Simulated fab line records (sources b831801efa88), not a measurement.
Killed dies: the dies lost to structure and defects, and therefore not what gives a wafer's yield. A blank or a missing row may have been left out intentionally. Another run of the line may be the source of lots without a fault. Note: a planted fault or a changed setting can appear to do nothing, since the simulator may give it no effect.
Chamber matching / flow sky130 / 4 sister chambers for SKY_POLY_CUT_ETCH_11 on rie-diel-02
The step etches Si3N4 in CF4/CH2F2/Ar, stops on poly-Si, time 42.5 s, target depth 60 nm. 18 wafers are shown with their chamber, then 9 later ones without.

## EACH WAFER AND ITS CHAMBER
wafer=L394.1; chamber=1; drypump-motor-current-A (A)=5.4; rf-fwd-power-W (W)=590.9; bias-w (W)=148.7
wafer=L394.2; chamber=3; drypump-motor-current-A (A)=5.3; rf-fwd-power-W (W)=593.8; bias-w (W)=149.7
wafer=L394.6; chamber=3; drypump-motor-current-A (A)=5.3; rf-fwd-power-W (W)=596.7; bias-w (W)=150.1
wafer=L397.1; chamber=1; drypump-motor-current-A (A)=5.3; rf-fwd-power-W (W)=590.5; bias-w (W)=150.1
wafer=L397.3; chamber=0; drypump-motor-current-A (A)=6.3; rf-fwd-power-W (W)=589.1; bias-w (W)=149.8
wafer=L397.6; chamber=3; drypump-motor-current-A (A)=5.3; rf-fwd-power-W (W)=597.1; bias-w (W)=149.7
wafer=L398.3; chamber=0; drypump-motor-current-A (A)=6.3; rf-fwd-power-W (W)=592.5; bias-w (W)=150.7
wafer=L398.4; chamber=2; drypump-motor-current-A (A)=5.9; rf-fwd-power-W (W)=595.4; bias-w (W)=149.5
wafer=L398.6; chamber=1; drypump-motor-current-A (A)=5.3; rf-fwd-power-W (W)=590.2; bias-w (W)=149.9
wafer=L404.1; chamber=0; drypump-motor-current-A (A)=6.3; rf-fwd-power-W (W)=592.2; bias-w (W)=150.2
wafer=L404.4; chamber=3; drypump-motor-current-A (A)=5.3; rf-fwd-power-W (W)=596.6; bias-w (W)=150.0
wafer=L404.6; chamber=2; drypump-motor-current-A (A)=5.9; rf-fwd-power-W (W)=595.8; bias-w (W)=151.1
wafer=L405.2; chamber=0; drypump-motor-current-A (A)=6.3; rf-fwd-power-W (W)=593.5; bias-w (W)=150.5
wafer=L405.3; chamber=1; drypump-motor-current-A (A)=5.3; rf-fwd-power-W (W)=588.3; bias-w (W)=150.1
wafer=L405.4; chamber=2; drypump-motor-current-A (A)=5.9; rf-fwd-power-W (W)=596.2; bias-w (W)=150.4
wafer=L406.1; chamber=0; drypump-motor-current-A (A)=6.3; rf-fwd-power-W (W)=592.9; bias-w (W)=150.2
wafer=L406.3; chamber=1; drypump-motor-current-A (A)=5.3; rf-fwd-power-W (W)=590.9; bias-w (W)=150.0
wafer=L406.4; chamber=0; drypump-motor-current-A (A)=6.3; rf-fwd-power-W (W)=595.6; bias-w (W)=150.5

SIGNATURES, as means of the wafers listed above
reading=drypump-motor-current-A; chamber 0=6.300; chamber 1=5.320; chamber 2=5.900; chamber 3=5.300; scatter within a chamber=0.0239
reading=rf-fwd-power-W; chamber 0=592.633; chamber 1=590.160; chamber 2=595.800; chamber 3=596.050; scatter within a chamber=1.56
reading=bias-w; chamber 0=150.317; chamber 1=149.760; chamber 2=150.333; chamber 3=149.875; scatter within a chamber=0.489
Rule: a wafer's distance from a chamber is the root of the sum, over the readings, of the square of ((its reading less the chamber's mean) divided by the reading's scatter). If the next closest chamber is less than 2 further off than the closest, the wafer can't be placed; otherwise it belongs to the closest. The scatter is the square root of a quotient: the sum, over the shown wafers, of each reading's squared deviation from its chamber's mean, divided by wafers minus chambers.

## WAFERS WITH NO CHAMBER GIVEN
wafer=L411.1; drypump-motor-current-A (A)=5.4; rf-fwd-power-W (W)=588.7; bias-w (W)=150.3
wafer=L411.4; drypump-motor-current-A (A)=5.3; rf-fwd-power-W (W)=598.8; bias-w (W)=150.4
wafer=L411.5; drypump-motor-current-A (A)=6.3; rf-fwd-power-W (W)=593.5; bias-w (W)=149.2
wafer=L412.3; drypump-motor-current-A (A)=5.3; rf-fwd-power-W (W)=590.1; bias-w (W)=150.4
wafer=L412.4; drypump-motor-current-A (A)=6.3; rf-fwd-power-W (W)=589.2; bias-w (W)=149.2
wafer=L412.5; drypump-motor-current-A (A)=5.9; rf-fwd-power-W (W)=597.3; bias-w (W)=150.0
wafer=L414.1; drypump-motor-current-A (A)=6.0; rf-fwd-power-W (W)=597.1; bias-w (W)=149.8
wafer=L414.3; drypump-motor-current-A (A)=5.3; rf-fwd-power-W (W)=595.8; bias-w (W)=150.4
wafer=L414.6; drypump-motor-current-A (A)=6.3; rf-fwd-power-W (W)=595.0; bias-w (W)=149.6

## WHICH CHAMBER EACH ONE RAN IN
wafer=L411.1; from the rows above=1; in truth=1
wafer=L411.4; from the rows above=3; in truth=3
wafer=L411.5; from the rows above=0; in truth=0
wafer=L412.3; from the rows above=1; in truth=1
wafer=L412.4; from the rows above=0; in truth=0
wafer=L412.5; from the rows above=2; in truth=2
wafer=L414.1; from the rows above=2; in truth=2
wafer=L414.3; from the rows above=3; in truth=3
wafer=L414.6; from the rows above=0; in truth=0
Correct placement for 9 of the 9. Not placeable from these rows: 0. 0 placed wrongly.
